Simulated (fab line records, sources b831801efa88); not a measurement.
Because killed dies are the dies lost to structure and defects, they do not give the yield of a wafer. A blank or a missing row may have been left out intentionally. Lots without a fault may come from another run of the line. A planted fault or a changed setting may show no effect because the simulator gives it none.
What tool caused it? | flow sky130 | 36 wafers from 12 lots sampled at 2 of the route's 708 steps

== WHAT THE GAUGES SHOWED, per wafer ==
SKY_VIA3_RS_MEAS_22: the measuring method here is four-point-probe.
lot  | measured     | on            | VIA3_W_RS (ohm/sq)
L924 | day 39 16:49 | film-metro-03 | 0.2973 0.2947 0.2956
L925 | day 39 21:19 | film-metro-04 | 0.2943 0.2957 0.2948
L926 | day 39 23:13 | film-metro-04 | 0.2922 0.2930 0.2935
L928 | day 40 22:36 | film-metro-04 | 0.2966 0.2953 0.2944
L929 | day 41 04:40 | film-metro-03 | 0.2965 0.2992 0.2954
L930 | day 41 07:01 | film-metro-01 | 0.2984 0.2940 0.2963
L931 | day 41 17:56 | film-metro-04 | 0.2942 0.2979 0.2993
L932 | day 42 03:33 | film-metro-04 | 0.2947 0.2932 0.2930
L933 | day 42 08:02 | film-metro-04 | 0.2993 0.3000 0.2958
L935 | day 43 02:43 | film-metro-03 | 0.2950 0.2932 0.2986
L938 | day 43 19:24 | film-metro-04 | 0.2967 0.2941 0.2965
L942 | day 45 00:35 | film-metro-01 | 0.2884 0.2956 0.2941

== EACH LOT AND THE TOOL THAT RAN IT (in order: tool; ch and the chambers of the sampled wafers; start) ==
lot  | SKY_VIA2_ETCH_15
L924 | rie-diel-04 ch 0,1,3, day 36 08:22
L925 | rie-diel-03 ch 0,1,2, day 36 11:52
L926 | rie-diel-01 ch 0,2, day 36 16:25
L928 | rie-diel-04 ch 0,1,3, day 37 15:01
L929 | rie-diel-03 ch 0,3, day 37 22:58
L930 | rie-diel-04 ch 0,1,2, day 37 23:55
L931 | rie-diel-01 ch 0,1,3, day 38 11:58
L932 | rie-diel-01 ch 1,2, day 38 21:04
L933 | rie-diel-04 ch 0,1, day 39 02:19
L935 | rie-diel-03 ch 1,2,3, day 39 21:58
L938 | rie-diel-03 ch 1,2, day 40 16:11
L942 | rie-diel-03 ch 0,1,3, day 41 22:19
- SKY_VIA2_ETCH_15: etches SiO2 in C4F8/O2/Ar, stops on TiN, target depth 546 nm, time 84 s.

== AS READ BY THE TOOLS THEMSELVES (means over the sampled wafers that have a number; for cases with no such wafer, the mark the record gives instead) ==
SKY_VIA2_ETCH_15.
lot  | tool        | oes-product-au (a.u.)
L924 | rie-diel-04 | 0.937
L925 | rie-diel-03 | 0.947
L926 | rie-diel-01 | 0.938
L928 | rie-diel-04 | 0.940
L929 | rie-diel-03 | 0.936
L930 | rie-diel-04 | 0.940
L931 | rie-diel-01 | 0.944
L932 | rie-diel-01 | 0.941
L933 | rie-diel-04 | 0.940
L935 | rie-diel-03 | 0.940
L938 | rie-diel-03 | 0.938
L942 | rie-diel-03 | 0.938

== THE ANSWER, worked out from the rows above alone ==
Rule: the usual values come from the lots themselves. Put in order of their means at a reading, lots are off if they are a third of the lots or fewer, leave a main group of 4 or more, and stand apart from it by a gap of 3 or more times the standard deviation of the main group's means; of several such gaps the widest counts. The tables above print the reading to a certain number of digits; a main group whose means all agree to those digits is not used. A lot without any number at a reading at which 4 lots or more have one is off too. Where the step has rows for the other lots, those lots are counted as sound. The gauges are gone through in route order, then the tools' own readings, and for those a lot's mean is taken as printed above. At the first step where some lot is off, the reading lying furthest off is the one used; lots without a number count as furthest.
No lot is off on any of the readings shown, so nothing can be concluded from this.

== WHAT THE SIMULATOR HAD INSERTED ==
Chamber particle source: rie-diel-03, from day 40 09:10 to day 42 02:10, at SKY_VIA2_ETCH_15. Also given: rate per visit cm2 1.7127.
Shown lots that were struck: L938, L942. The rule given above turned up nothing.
